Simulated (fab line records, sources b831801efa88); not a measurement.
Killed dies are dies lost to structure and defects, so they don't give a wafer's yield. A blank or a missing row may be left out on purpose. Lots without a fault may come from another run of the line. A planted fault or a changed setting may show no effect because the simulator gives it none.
Which tool did it? | flow sky130 | 15 lots, 45 wafers sampled, at 7 steps of a route of 708

WHAT THE GAUGES READ, wafer by wafer
SKY_SONOS_ONO_THK_MEAS_05. Usual: SONOS_ONO_CVD_04_THK 5.70 nm, standard deviation 0.1.
lot  | measured     | on            | SONOS_ONO_CVD_04_THK (nm) | flag
L325 | day 11 09:15 | film_metro-02 | 5.68 5.64 5.54            |
L326 | day 11 17:30 | film_metro-02 | 5.57 5.62 5.80            |
L327 | day 12 03:01 | film_metro-03 | 5.62 5.61 5.46            |
L328 | day 12 08:04 | film_metro-01 | 5.80 5.79 5.91            |
L331 | day 13 11:13 | film_metro-03 | 5.68 5.61 5.54            |
L333 | day 14 05:40 | film_metro-03 | 5.72 5.75 5.72            |
L334 | day 14 23:03 | film_metro-03 | 5.75 5.75 5.69            |
L336 | day 15 06:18 | film_metro-01 | 5.64 5.76 5.56            |
L335 | day 15 06:17 | film_metro-03 | 5.65 5.68 5.69            |
L338 | day 16 20:47 | film_metro-01 | 5.67 5.51 5.56            |
L339 | day 17 10:40 | film_metro-01 | 5.83 5.91 5.85            |
L341 | day 17 12:31 | film_metro-02 | 5.58 5.61 5.67            |
L340 | day 17 12:32 | film_metro-01 | 5.69 5.68 5.69            |
L342 | day 17 15:30 | film_metro-02 | 5.69 5.59 5.53            |
L348 | day 20 03:57 | film_metro-02 | 5.70 5.78 5.71            |

SKY_POLY_GATE_CD_MEAS_22. Usual: cd_nm 148.8 nm, standard deviation 2.8.
lot  | measured     | on        | cd_nm (nm)        | flag
L325 | day 15 23:26 | cd_sem-01 | 148.6 146.9 146.7 |
L326 | day 16 15:52 | cd_sem-01 | 151.8 148.5 150.0 |
L327 | day 17 01:51 | cd_sem-01 | 150.3 147.4 152.1 |
L328 | day 17 07:11 | cd_sem-01 | 147.6 149.9 151.4 |
L331 | day 18 14:26 | cd_sem-01 | 145.4 148.4 146.3 |
L333 | day 19 08:53 | cd_sem-01 | 152.9 151.9 151.4 |
L334 | day 20 07:49 | cd_sem-02 | 150.1 151.0 150.9 |
L336 | day 20 14:26 | cd_sem-01 | 146.4 148.7 146.7 |
L335 | day 20 14:24 | cd_sem-02 | 155.1 154.2 153.2 |
L338 | day 22 06:25 | cd_sem-02 | - - -             | OFF
L339 | day 22 19:56 | cd_sem-01 | - - -             | OFF
L341 | day 23 00:17 | cd_sem-01 | 153.4 150.7 149.8 |
L340 | day 22 23:05 | cd_sem-02 | - - -             | OFF
L342 | day 23 02:24 | cd_sem-02 | 146.5 150.1 141.6 |
L348 | day 25 11:25 | cd_sem-01 | 151.3 146.5 149.7 |

WHICH TOOL RAN EACH LOT (tool, then ch and the chambers of the sampled wafers, then the start)
lot  | SKY_VT_ADJUST_HVTP_STRIP_10          | SKY_VT_ADJUST_HVTR_STRIP_10          | SKY_POLY_GATE_ETCH_15              | SKY_POLY_GATE_ETCH_16              | SKY_POLY_GATE_ETCH_17
L325 | plasma_asher-03 ch 0,1, day 6 01:24  | plasma_asher-01 ch 0,1, day 9 08:27  | rie_diel-03 ch 0,2,3, day 15 21:44 | rie_diel-03 ch 0,2,3, day 15 21:49 | rie_si-02 ch 0,2, day 15 21:55
L326 | plasma_asher-03 ch 0,1, day 6 07:04  | plasma_asher-01 ch 0,1, day 9 15:19  | rie_diel-02 ch 1,2,3, day 16 12:08 | rie_diel-02 ch 1,2,3, day 16 12:13 | rie_si-02 ch 0,2, day 16 12:19
L327 | plasma_asher-02 ch 0,1, day 6 13:23  | plasma_asher-01 ch 0,1, day 9 22:21  | rie_diel-02 ch 0,1,3, day 16 20:48 | rie_diel-02 ch 0,1,3, day 16 20:53 | rie_si-01 ch 1,3, day 16 20:59
L328 | plasma_asher-02 ch 0, day 6 17:05    | plasma_asher-01 ch 0,1, day 10 02:41 | rie_diel-03 ch 0,3, day 17 03:44   | rie_diel-03 ch 0,3, day 17 03:49   | rie_si-01 ch 0,1,2, day 17 03:55
L331 | plasma_asher-04 ch 0,1, day 7 14:02  | plasma_asher-03 ch 0,1, day 11 03:39 | rie_diel-02 ch 0,3, day 18 12:41   | rie_diel-02 ch 0,3, day 18 12:46   | rie_si-02 ch 0,2, day 18 12:52
L333 | plasma_asher-02 ch 0,1, day 8 04:51  | plasma_asher-01 ch 0,1, day 11 20:45 | rie_diel-01 ch 1,2, day 19 06:17   | rie_diel-01 ch 1,2, day 19 06:22   | rie_si-01 ch 0,2, day 19 06:28
L334 | plasma_asher-02 ch 0,1, day 8 19:36  | plasma_asher-04 ch 0,1, day 12 13:54 | rie_diel-02 ch 0,1,3, day 20 04:48 | rie_diel-02 ch 0,1,3, day 20 04:53 | rie_si-02 ch 0,1,2, day 20 04:59
L336 | plasma_asher-02 ch 0,1, day 8 23:50  | plasma_asher-01 ch 0,1, day 12 18:16 | rie_diel-03 ch 0,1, day 20 11:20   | rie_diel-03 ch 0,1, day 20 11:25   | rie_si-02 ch 0,1, day 20 11:31
L335 | plasma_asher-04 ch 0,1, day 9 01:18  | plasma_asher-03 ch 0,1, day 12 20:23 | rie_diel-01 ch 1,3, day 20 12:35   | rie_diel-01 ch 1,3, day 20 12:40   | rie_si-01 ch 0,3, day 20 12:46
L338 | plasma_asher-03 ch 0,1, day 10 05:00 | plasma_asher-01 ch 0,1, day 14 06:15 | rie_diel-03 ch 1,2,3, day 22 04:44 | rie_diel-03 ch 1,2,3, day 22 04:49 | rie_si-01 ch 0,2,3, day 22 04:55
L339 | plasma_asher-03 ch 0,1, day 10 14:59 | plasma_asher-01 ch 0,1, day 14 17:52 | rie_diel-03 ch 1,2,3, day 22 18:11 | rie_diel-03 ch 1,2,3, day 22 18:16 | rie_si-02 ch 1,2, day 22 18:22
L341 | plasma_asher-02 ch 0,1, day 10 17:27 | plasma_asher-03 ch 0,1, day 14 20:48 | rie_diel-01 ch 0,1,3, day 22 22:20 | rie_diel-01 ch 0,1,3, day 22 22:25 | rie_si-02 ch 0,1, day 22 22:31
L340 | plasma_asher-02 ch 0,1, day 10 18:23 | plasma_asher-03 ch 0,1, day 14 21:47 | rie_diel-03 ch 0,3, day 22 21:20   | rie_diel-03 ch 0,3, day 22 21:25   | rie_si-01 ch 0,1,3, day 22 21:31
L342 | plasma_asher-02 ch 1, day 10 23:42   | plasma_asher-04 ch 0, day 15 02:56   | rie_diel-03 ch 1,2,3, day 23 00:41 | rie_diel-03 ch 1,2,3, day 23 00:46 | rie_si-01 ch 0,1,3, day 23 00:52
L348 | plasma_asher-03 ch 0,1, day 12 13:00 | plasma_asher-03 ch 0,1, day 16 21:53 | rie_diel-03 ch 0,2, day 25 09:41   | rie_diel-03 ch 0,2, day 25 09:46   | rie_si-01 ch 0,1,2, day 25 09:52
- SKY_VT_ADJUST_HVTP_STRIP_10: strips in O2/N2.
- SKY_VT_ADJUST_HVTR_STRIP_10: strips in O2/N2.
- SKY_POLY_GATE_ETCH_15: etches BARC in N2/H2, stops on SiO2, time 118.5 s, target depth 110 nm.
- SKY_POLY_GATE_ETCH_16: etches Si3N4 in CH3F/O2, stops on poly-Si, time 147.5 s, target depth 75 nm.
- SKY_POLY_GATE_ETCH_17: etches poly-Si in HBr/Cl2, stops on SiO2, target depth 180 nm, time 70.5 s.

WHAT THE TOOLS THEMSELVES READ (means of the sampled wafers that have a number; where no wafer has one, the mark that the record gives instead)
SKY_VT_ADJUST_HVTP_STRIP_10. Usual: drypump_motor_current_A 5.7 A, standard deviation 0.37; oes_product_au 0.716 a.u., standard deviation 0.0043; strip_time_to_endpoint_s 14.17 s, standard deviation 0.04.
lot  | tool            | drypump_motor_current_A (A) | oes_product_au (a.u.) | strip_time_to_endpoint_s (s) | flag
L325 | plasma_asher-03 | 6.0                         | 0.717                 | 14.15                        |
L326 | plasma_asher-03 | 5.9                         | 0.716                 | 14.21                        |
L327 | plasma_asher-02 | 5.5                         | 0.716                 | 14.18                        |
L328 | plasma_asher-02 | 5.3                         | 0.719                 | 14.17                        |
L331 | plasma_asher-04 | 5.3                         | 0.717                 | 14.17                        |
L333 | plasma_asher-02 | 5.5                         | 0.714                 | 14.18                        |
L334 | plasma_asher-02 | 5.7                         | 0.715                 | 14.11                        |
L336 | plasma_asher-02 | 5.5                         | 0.717                 | 14.20                        |
L335 | plasma_asher-04 | 5.6                         | 0.718                 | 14.16                        |
L338 | plasma_asher-03 | 6.0                         | 0.712                 | 14.15                        |
L339 | plasma_asher-03 | 6.0                         | 0.720                 | 14.22                        |
L341 | plasma_asher-02 | 5.7                         | 0.716                 | 14.18                        |
L340 | plasma_asher-02 | 5.5                         | 0.713                 | 14.17                        |
L342 | plasma_asher-02 | 5.9                         | 0.721                 | 14.16                        |
L348 | plasma_asher-03 | 5.9                         | 0.716                 | 14.19                        |

SKY_VT_ADJUST_HVTR_STRIP_10. Usual: drypump_motor_current_A 5.6 A, standard deviation 0.43; oes_product_au 0.716 a.u., standard deviation 0.0044; strip_time_to_endpoint_s 14.175 s, standard deviation 0.029.
lot  | tool            | drypump_motor_current_A (A) | oes_product_au (a.u.) | strip_time_to_endpoint_s (s) | flag
L325 | plasma_asher-01 | 5.6                         | 0.714                 | 14.158                       |
L326 | plasma_asher-01 | 5.4                         | 0.712                 | 14.171                       |
L327 | plasma_asher-01 | 5.6                         | 0.719                 | 14.159                       |
L328 | plasma_asher-01 | 5.6                         | 0.722                 | 14.188                       |
L331 | plasma_asher-03 | 6.0                         | 0.718                 | 14.137                       |
L333 | plasma_asher-01 | 5.6                         | 0.714                 | 14.195                       |
L334 | plasma_asher-04 | 5.3                         | 0.717                 | 14.181                       |
L336 | plasma_asher-01 | 5.6                         | 0.713                 | 14.168                       |
L335 | plasma_asher-03 | 5.8                         | 0.718                 | 14.166                       |
L338 | plasma_asher-01 | 5.6                         | 0.715                 | 14.174                       |
L339 | plasma_asher-01 | 5.4                         | 0.716                 | 14.151                       |
L341 | plasma_asher-03 | 5.9                         | 0.716                 | 14.192                       |
L340 | plasma_asher-03 | 6.0                         | 0.716                 | 14.183                       |
L342 | plasma_asher-04 | 5.9                         | 0.719                 | 14.177                       |
L348 | plasma_asher-03 | 6.0                         | 0.713                 | 14.193                       |

SKY_POLY_GATE_ETCH_15. Usual: bias_w 100.02 W, standard deviation 0.28; chamber_pressure_mTorr 30.002 mTorr, standard deviation 0.022; drypump_motor_current_A 5.9 A, standard deviation 0.43; oes_product_au 0.715 a.u., standard deviation 0.0046; throttle_valve_pct 13.213 %, standard deviation 0.0091.
lot  | tool        | bias_w (W) | chamber_pressure_mTorr (mTorr) | drypump_motor_current_A (A) | oes_product_au (a.u.) | throttle_valve_pct (%) | flag
L325 | rie_diel-03 | 99.98      | 30.003                         | 5.5                         | 0.720                 | 13.211                 |
L326 | rie_diel-02 | 99.75      | 30.015                         | 6.2                         | 0.713                 | 13.211                 |
L327 | rie_diel-02 | 100.04     | 29.997                         | 6.3                         | 0.713                 | 13.219                 |
L328 | rie_diel-03 | 99.97      | 30.014                         | 5.4                         | 0.717                 | 13.208                 |
L331 | rie_diel-02 | 100.17     | 30.004                         | 6.3                         | 0.716                 | 13.210                 |
L333 | rie_diel-01 | 99.50      | 29.997                         | 6.3                         | 0.713                 | 13.208                 |
L334 | rie_diel-02 | 99.90      | 30.022                         | 6.3                         | 0.711                 | 13.211                 |
L336 | rie_diel-03 | 99.79      | 30.018                         | 5.2                         | 0.718                 | 13.211                 |
L335 | rie_diel-01 | 100.07     | 29.984                         | 6.6                         | 0.717                 | 13.214                 |
L338 | rie_diel-03 | -          | -                              | -                           | -                     | -                      | OFF
L339 | rie_diel-03 | -          | -                              | -                           | -                     | -                      | OFF
L341 | rie_diel-01 | 100.21     | 30.005                         | 6.2                         | 0.712                 | 13.219                 |
L340 | rie_diel-03 | -          | -                              | -                           | -                     | -                      | OFF
L342 | rie_diel-03 | 100.12     | 30.010                         | 5.6                         | 0.717                 | 13.202                 |
L348 | rie_diel-03 | 100.17     | 30.014                         | 5.3                         | 0.715                 | 13.207                 |

SKY_POLY_GATE_ETCH_16. Usual: O2_flow_sccm 29.99 sccm, standard deviation 0.092; bias_w 76.97 W, standard deviation 0.22; drypump_motor_current_A 5.9 A, standard deviation 0.43; oes_product_au 0.641 a.u., standard deviation 0.0048; throttle_valve_pct 10.534 %, standard deviation 0.0093.
lot  | tool        | O2_flow_sccm (sccm) | bias_w (W) | drypump_motor_current_A (A) | oes_product_au (a.u.) | throttle_valve_pct (%) | flag
L325 | rie_diel-03 | 30.00               | 77.05      | 5.6                         | 0.638                 | 10.535                 |
L326 | rie_diel-02 | 30.01               | 76.97      | 6.1                         | 0.641                 | 10.522                 |
L327 | rie_diel-02 | 30.04               | 76.84      | 6.3                         | 0.638                 | 10.540                 |
L328 | rie_diel-03 | 30.20               | 76.81      | 5.3                         | 0.640                 | 10.539                 |
L331 | rie_diel-02 | 30.09               | 76.92      | 6.3                         | 0.639                 | 10.531                 |
L333 | rie_diel-01 | 30.01               | 77.07      | 6.2                         | 0.647                 | 10.531                 |
L334 | rie_diel-02 | 29.98               | 76.92      | 6.3                         | 0.640                 | 10.544                 |
L336 | rie_diel-03 | 29.95               | 76.89      | 5.2                         | 0.635                 | 10.543                 |
L335 | rie_diel-01 | 29.89               | 77.08      | 6.6                         | 0.639                 | 10.530                 |
L338 | rie_diel-03 | 30.01               | 76.94      | 5.6                         | 0.375                 | 10.491                 | OFF
L339 | rie_diel-03 | 29.99               | 77.10      | 5.6                         | 0.373                 | 10.510                 | OFF
L341 | rie_diel-01 | 29.99               | 77.07      | 6.2                         | 0.640                 | 10.529                 |
L340 | rie_diel-03 | 30.04               | 77.04      | 5.4                         | 0.375                 | 10.502                 | OFF
L342 | rie_diel-03 | 30.03               | 76.93      | 5.6                         | 0.640                 | 10.536                 |
L348 | rie_diel-03 | 30.07               | 77.19      | 5.3                         | 0.641                 | 10.525                 |

SKY_POLY_GATE_ETCH_17. Usual: HBr_flow_sccm 150.0 sccm, standard deviation 0.47; bias_w 99.96 W, standard deviation 0.3; drypump_motor_current_A 5.4 A, standard deviation 0.41; oes_product_au 0.988 a.u., standard deviation 0.0069; throttle_valve_pct 33.686 %, standard deviation 0.01.
lot  | tool      | HBr_flow_sccm (sccm) | bias_w (W) | drypump_motor_current_A (A) | oes_product_au (a.u.) | throttle_valve_pct (%) | flag
L325 | rie_si-02 | 150.2                | 99.95      | 5.7                         | 0.977                 | 33.681                 |
L326 | rie_si-02 | 149.6                | 100.07     | 5.7                         | 0.988                 | 33.694                 |
L327 | rie_si-01 | 149.8                | 99.96      | 5.8                         | 0.988                 | 33.680                 |
L328 | rie_si-01 | 150.1                | 100.23     | 5.1                         | 0.986                 | 33.695                 |
L331 | rie_si-02 | 150.3                | 99.60      | 5.7                         | 0.991                 | 33.689                 |
L333 | rie_si-01 | 149.9                | 99.61      | 5.0                         | 0.984                 | 33.689                 |
L334 | rie_si-02 | 150.0                | 100.02     | 5.5                         | 0.981                 | 33.680                 |
L336 | rie_si-02 | 150.3                | 100.10     | 5.5                         | 0.989                 | 33.682                 |
L335 | rie_si-01 | 150.5                | 99.75      | 5.6                         | 0.987                 | 33.680                 |
L338 | rie_si-01 | 150.0                | 99.64      | 5.3                         | 0.271                 | 33.690                 | OFF
L339 | rie_si-02 | 150.2                | 99.94      | 5.3                         | 0.270                 | 33.681                 | OFF
L341 | rie_si-02 | 149.5                | 100.04     | 5.5                         | 0.989                 | 33.704                 |
L340 | rie_si-01 | 150.4                | 99.96      | 5.4                         | 0.274                 | 33.686                 | OFF
L342 | rie_si-01 | 149.8                | 100.06     | 5.4                         | 0.990                 | 33.692                 |
L348 | rie_si-01 | 150.1                | 99.85      | 5.1                         | 0.993                 | 33.697                 |

THE ANSWER, worked out from the rows above alone
Rule: a lot is off if the mean of its wafers that have a number lies more than 3 standard deviations from the usual mean. A lot without any number at a reading at which 4 lots or more have one is off too. The other lots that the step has rows for count as sound. The gauges are gone through in route order, then the tools' own readings, and for those a lot's mean is taken as printed above. The first step at which some lot is off is used, and at that step the reading that is off furthest; a lot without a number counts as furthest.
Off: L338, L339, L340, at SKY_POLY_GATE_CD_MEAS_22 (cd_nm). Without a number there: L338, L339, L340.
A tool fits if, at a process step before that reading, it ran every lot that is off, and no sound lot after the first of them. The gauges at SKY_POLY_GATE_CD_MEAS_22 aren't tried: what is off there is off at SKY_POLY_GATE_ETCH_15 too, on other tools, and a gauge's error can't cause that. None of those tried fits.

WHAT THE SIMULATOR HAD PUT IN
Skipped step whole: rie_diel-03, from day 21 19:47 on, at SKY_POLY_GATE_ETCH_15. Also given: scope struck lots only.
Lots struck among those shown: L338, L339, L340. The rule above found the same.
